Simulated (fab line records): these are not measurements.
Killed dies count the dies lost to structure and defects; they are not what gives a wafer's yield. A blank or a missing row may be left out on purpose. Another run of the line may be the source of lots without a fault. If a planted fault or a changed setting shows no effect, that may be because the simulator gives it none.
fab line records    flow gf180mcu
[record] lots = 12  wafers = 36  lastDay = 34
route steps=602 shown V2@399 M3@411 V3@451 PASSIVATION@593
lots untouched by any fault: they come from a run of this same line in which no faults occurred
startH: the number of hours between the record's first day and the start of the first shown wafer of the lot    waitH: time in hours since the lot's previous step    " same as the row above    L1.1+2: several wafers, shown together as one row    - no value, or no start given    * or withheld: withheld    < > ~ a bound
route shown NAME@n: names a module that has steps shown in the file, with the first one's number in the route    usual: mean and standard deviation over wafers with no fault    same: alike in all rows    chamber/n: place in a boat    sites: readings site by site    _std_site: the values' standard deviation    _edge_site: outer sites' mean less inner sites'    radiusMm: how far each site lies from the wafer's centre    mask NAME#n: copy n    behind: tool/chamber where the wafer was last shaped    hold: why the lot was held/for how many hours/how that ended    device: names the non-switching transistor (n, p or np)    end of line: tests of these same wafers at the route's end    a step given without rows: its recipe and nothing more    killed: the dies lost at the first sort to structure and to defects; this is not the yield of the wafer    map: shows each die of a wafer: x if killed, . if not, _ if none is there
set.NAME: the setting as run; set.NAME@STEP: as run at that earlier step    model.NAME: the simulator's own value behind a step, which no gauge read
steps of the route over a sample of lots; a table a step, a row a wafer
services: the hour from which a tool's chamber was out of use, counted from the record's first day as startH (under 0 if before that day), plus the number of hours and why
[[steps]]
[step GF_V2_ETCH_17]
[recipe] chemistry = C4F8/O2/Ar  maskMaterial = KrF  target = SiO2  stopOn = TiN  sourceW = 1500  biasW = 1200  pressureMtorr = 40  c4f8FlowSccm = withheld  O2_flow_sccm = 6  Ar_flow_sccm = 300  timeS = withheld  targetDepthA = 6300
[usual] oesProductAu = 0.856/0.005
lot.wafer  tool        chamber  startH  waitH  oesProductAu
L605.1     rieDiel-04  2        -       -      0.858
L605.3     "           1        "       "      0.860
L605.6     "           3        "       "      0.848
L607.1     rieDiel-02  2        -       -      0.855
L607.3     "           3        "       "      0.853
L607.5     "           3        "       "      0.850
L608.2     rieDiel-01  3        -       -      0.849
L608.4     "           2        "       "      0.845
L608.5     "           2        "       "      0.858
L610.3     rieDiel-04  2        -       -      0.871
L610.5     "           2        "       "      0.865
L610.6     "           1        "       "      0.852
L612.1     rieDiel-04  1        -       -      0.855
L612.3     "           3        "       "      0.863
L612.5     "           0        "       "      0.858
L620.2     rieDiel-01  0        -       -      0.861
L620.3     "           3        "       "      0.864
L620.6     "           3        "       "      0.861
L621.1     rieDiel-01  3        -       -      0.859
L621.2     "           2        "       "      0.857
L621.3     "           1        "       "      0.852
L622.3     rieDiel-01  3        -       -      0.851
L622.5     "           1        "       "      0.860
L622.6     "           0        "       "      0.856
L625.1     rieDiel-04  2        -       -      0.861
L625.5     "           1        "       "      0.855
L625.6     "           2        "       "      0.863
L626.1     rieDiel-01  3        -       -      0.862
L626.3     "           0        "       "      0.862
L626.6     "           0        "       "      0.861
L627.3     rieDiel-02  1        -       -      0.860
L627.4     "           3        "       "      0.854
L627.6     "           2        "       "      0.858
L628.1     rieDiel-01  0        -       -      0.853
L628.2     "           1        "       "      0.853
L628.6     "           1        "       "      0.853
[step GF_M3_SPUTTER_02]
[recipe] material = AlCu  targetThkNm = 450  powerW = 10600  timeS = 23.9  chamberPressurePa = 0.4
[usual] throttleValvePct = 30.1/0.89
lot.wafer  tool           chamber  startH  waitH  throttleValvePct
L605.1     pvdSputter-02  -        463.56  0.0    31.0
L605.3     "              -        "       "      30.0
L605.6     "              -        "       "      29.8
L607.1     pvdSputter-04  -        486.80  0.0    29.1
L607.3     "              -        "       "      31.7
L607.5     "              -        "       "      31.4
L608.2     pvdSputter-02  -        488.32  0.0    30.8
L608.4     "              -        "       "      29.0
L608.5     "              -        "       "      29.8
L610.3     pvdSputter-04  -        510.11  0.0    31.4
L610.5     "              -        "       "      29.1
L610.6     "              -        "       "      31.5
L612.1     pvdSputter-02  -        535.52  0.0    29.2
L612.3     "              -        "       "      29.0
L612.5     "              -        "       "      30.2
L620.2     pvdSputter-04  -        596.33  0.0    31.4
L620.3     "              -        "       "      29.2
L620.6     "              -        "       "      30.0
L621.1     pvdSputter-04  -        599.47  0.0    30.5
L621.2     "              -        "       "      31.0
L621.3     "              -        "       "      31.5
L622.3     pvdSputter-04  -        614.88  0.0    31.1
L622.5     "              -        "       "      31.4
L622.6     "              -        "       "      31.1
L625.1     pvdSputter-04  -        622.65  0.0    30.9
L625.5     "              -        "       "      30.8
L625.6     "              -        "       "      30.3
L626.1     pvdSputter-01  -        638.28  0.0    30.3
L626.3     "              -        "       "      29.6
L626.6     "              -        "       "      30.2
L627.3     pvdSputter-01  -        639.23  0.0    30.0
L627.4     "              -        "       "      30.6
L627.6     "              -        "       "      30.0
L628.1     pvdSputter-02  -        660.83  0.0    30.0
L628.2     "              -        "       "      28.9
L628.6     "              -        "       "      30.9
[step GF_V3_SPUTTER_22]
[recipe] material = TiN  targetThkNm = 10  chamberPressurePa = 5  powerW = 4000  timeS = 40
[usual] throttleValvePct = 30.1/0.84
lot.wafer  tool           chamber  startH  waitH  throttleValvePct
L605.1     pvdSputter-04  -        513.85  0.0    30.9
L605.3     "              -        "       "      29.1
L605.6     "              -        "       "      30.5
L607.1     pvdSputter-04  -        536.08  0.0    31.0
L607.3     "              -        "       "      31.5
L607.5     "              -        "       "      30.1
L608.2     pvdSputter-03  -        537.23  0.0    30.1
L608.4     "              -        "       "      30.2
L608.5     "              -        "       "      30.2
L610.3     pvdSputter-04  -        557.98  0.0    31.5
L610.5     "              -        "       "      31.3
L610.6     "              -        "       "      30.9
L612.1     pvdSputter-03  -        580.94  0.0    29.5
L612.3     "              -        "       "      30.1
L612.5     "              -        "       "      29.1
L620.2     pvdSputter-03  -        639.46  0.0    29.6
L620.3     "              -        "       "      29.3
L620.6     "              -        "       "      29.4
L621.1     pvdSputter-03  -        642.68  0.0    29.5
L621.2     "              -        "       "      30.1
L621.3     "              -        "       "      29.8
L622.3     pvdSputter-03  -        657.74  0.0    29.9
L622.5     "              -        "       "      29.2
L622.6     "              -        "       "      30.1
L625.1     pvdSputter-04  -        665.26  0.0    30.2
L625.5     "              -        "       "      31.5
L625.6     "              -        "       "      31.1
L626.1     pvdSputter-02  -        679.69  0.0    29.9
L626.3     "              -        "       "      31.0
L626.6     "              -        "       "      28.8
L627.3     pvdSputter-04  -        681.09  0.0    30.1
L627.4     "              -        "       "      31.2
L627.6     "              -        "       "      31.5
L628.1     pvdSputter-04  -        701.14  0.0    29.2
L628.2     "              -        "       "      31.4
L628.6     "              -        "       "      30.4
[step GF_PASSIVATION_COAT_06]
[recipe] spinRpm = 2000  resistThkNm = 4000
[usual] dispensePressureKPa = 49/7.3
lot.wafer  tool           chamber  startH  waitH  dispensePressureKPa
L605.1     lithoTrack-03  0        666.32  0.1    57
L605.3     "              0        "       "      57
L605.6     "              0        "       "      57
L607.1     lithoTrack-04  0        684.92  0.1    41
L607.3     "              0        "       "      41
L607.5     "              0        "       "      41
L608.2     lithoTrack-03  0        686.05  0.1    57
L608.4     "              0        "       "      57
L608.5     "              0        "       "      57
L610.3     lithoTrack-01  0        698.38  0.1    55
L610.5     "              0        "       "      55
L610.6     "              0        "       "      55
L612.1     lithoTrack-01  0        718.48  0.1    55
L612.3     "              0        "       "      55
L612.5     "              0        "       "      55
L620.2     lithoTrack-01  0        767.11  0.1    55
L620.3     "              0        "       "      55
L620.6     "              0        "       "      55
L621.1     lithoTrack-01  0        769.08  0.1    55
L621.2     "              0        "       "      55
L621.3     "              0        "       "      55
L622.3     lithoTrack-04  0        780.46  0.1    41
L622.5     "              0        "       "      41
L622.6     "              0        "       "      41
L625.1     lithoTrack-03  0        789.37  0.1    57
L625.5     "              0        "       "      57
L625.6     "              0        "       "      57
L626.1     lithoTrack-04  0        797.81  0.1    41
L626.3     "              0        "       "      41
L626.6     "              0        "       "      41
L627.3     lithoTrack-04  0        798.81  0.1    41
L627.4     "              0        "       "      41
L627.6     "              0        "       "      41
L628.1     lithoTrack-03  0        815.47  0.1    57
L628.2     "              0        "       "      57
L628.6     "              0        "       "      57
[step GF_PASSIVATION_STRIP_12]
[recipe] chemistry = O2/N2  powerW = 1400  pressureMtorr = 1500  platenTempC = 250  o2FlowSccm = 3000  n2FlowSccm = 300  overashFraction = 0.5
[usual] drypumpMotorCurrentA = 5.6/0.41  heaterPowerW = 357/38  oesProductAu = 0.718/0.0045  stripTimeToEndpointS = 32.86/0.25
lot.wafer  tool            chamber  startH  waitH  drypumpMotorCurrentA  heaterPowerW  oesProductAu  rfHoursCounterH  stripTimeToEndpointS
L605.1     plasmaAsher-04  0        676.53  0.1    5.7                   331           0.713         103              33.10
L605.3     "               0        "       "      5.7                   346           0.721         -                32.48
L605.6     "               1        "       "      5.1                   344           0.724         -                32.82
L607.1     plasmaAsher-03  0        695.54  0.1    5.7                   378           0.713         58               32.85
L607.3     "               1        "       "      5.1                   436           0.712         -                32.71
L607.5     "               1        "       "      5.0                   442           0.722         -                32.76
L608.2     plasmaAsher-04  1        696.33  0.1    5.1                   343           0.716         105              33.00
L608.4     "               1        "       "      5.1                   346           0.712         -                33.07
L608.5     "               0        "       "      5.7                   325           0.720         -                33.11
L610.3     plasmaAsher-04  0        707.47  0.2    5.7                   330           0.709         -                33.22
L610.5     "               1        "       "      5.1                   346           0.722         -                32.97
L610.6     "               0        "       "      5.7                   336           0.717         -                33.10
L612.1     plasmaAsher-01  0        727.29  0.1    6.0                   339           0.718         33               32.69
L612.3     "               1        "       "      6.2                   354           0.726         -                33.00
L612.5     "               1        "       "      6.2                   357           0.718         -                33.01
L620.2     plasmaAsher-03  0        775.70  0.1    5.7                   389           0.719         67               32.94
L620.3     "               1        "       "      5.1                   438           0.717         -                32.69
L620.6     "               1        "       "      5.1                   445           0.723         -                40.12
L621.1     plasmaAsher-01  0        778.10  0.1    6.0                   341           0.726         38               40.23
L621.2     "               1        "       "      6.2                   365           0.714         38               32.70
L621.3     "               1        "       "      6.2                   358           0.718         -                32.85
L622.3     plasmaAsher-04  0        788.47  0.2    5.7                   313           0.717         -                32.83
L622.5     "               0        "       "      5.7                   316           0.723         -                32.29
L622.6     "               1        "       "      5.1                   332           0.721         -                32.67
L625.1     plasmaAsher-04  1        797.39  0.1    5.1                   336           0.720         5                32.55
L625.5     "               0        "       "      5.7                   317           0.721         -                32.84
L625.6     "               1        "       "      5.1                   335           0.718         -                32.74
L626.1     plasmaAsher-01  1        805.48  0.1    6.2                   362           0.719         41               33.07
L626.3     "               1        "       "      6.2                   366           0.719         -                32.62
L626.6     "               1        "       "      6.2                   366           0.722         -                32.97
L627.3     plasmaAsher-03  1        806.27  0.2    5.0                   452           0.717         -                33.18
L627.4     "               0        "       "      5.7                   385           0.719         -                33.10
L627.6     "               0        "       "      5.7                   383           0.715         -                33.03
L628.1     plasmaAsher-01  0        822.74  0.1    5.9                   346           0.714         43               33.04
L628.2     "               1        "       "      6.2                   352           0.721         43               32.91
L628.6     "               0        "       "      5.9                   345           0.717         -                33.02
[[services]]
tool            chamber  startH  hours  kind
rieDiel-01      0        451.81  5.7    repair
pvdSputter-04   -        464.76  3.6    repair
rieDiel-01      2        498.51  2.7    repair
rieDiel-01      2        505.96  2.0    repair
rieDiel-04      2        533.09  1.4    repair
rieDiel-01      2        534.01  4.9    repair
plasmaAsher-01  -        534.04  2.5    repair
pvdSputter-02   -        542.41  5.5    repair
plasmaAsher-01  -        563.37  1.7    repair
pvdSputter-04   -        565.59  16.2   repair
pvdSputter-02   -        573.92  0.5    repair
rieDiel-04      2        589.78  5.0    repair
plasmaAsher-04  -        608.18  10.0   pm
rieDiel-01      1        621.94  4.2    repair
pvdSputter-04   -        623.62  3.3    repair
rieDiel-01      0        623.92  6.9    repair
rieDiel-04      -        634.73  2.8    pm
rieDiel-01      1        664.05  4.9    repair
pvdSputter-03   -        687.76  2.0    repair
rieDiel-01      1        688.74  1.5    repair
rieDiel-01      0        733.60  5.4    repair
plasmaAsher-04  -        733.75  9.0    pm
rieDiel-01      3        736.35  1.6    repair
pvdSputter-04   -        787.82  1.9    repair
[[key]]
[firstSign] step = GF_PASSIVATION_STRIP_12  reading = stripTimeToEndpointS  direction = up  sigmas = 30  usual = *  struck = *
effect none on later readings
metAt GF_PASSIVATION_COAT_06
struckLots L620,L621
struckWafers L620.6,L621.1
notActingAt GF_V2_ETCH_17,GF_M3_SPUTTER_02,GF_V3_SPUTTER_22
onsetBetween 718.48 767.11
[fault] kind = processParameterDrift  tool = lithoTrack-01  chamber = -  onsetH = 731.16  steps = GF_PASSIVATION_COAT_06  channel = resistThkNm  offset = *  shape = step  endH = 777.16  scope = struckWafersOnly  actsIn = *  stated = *
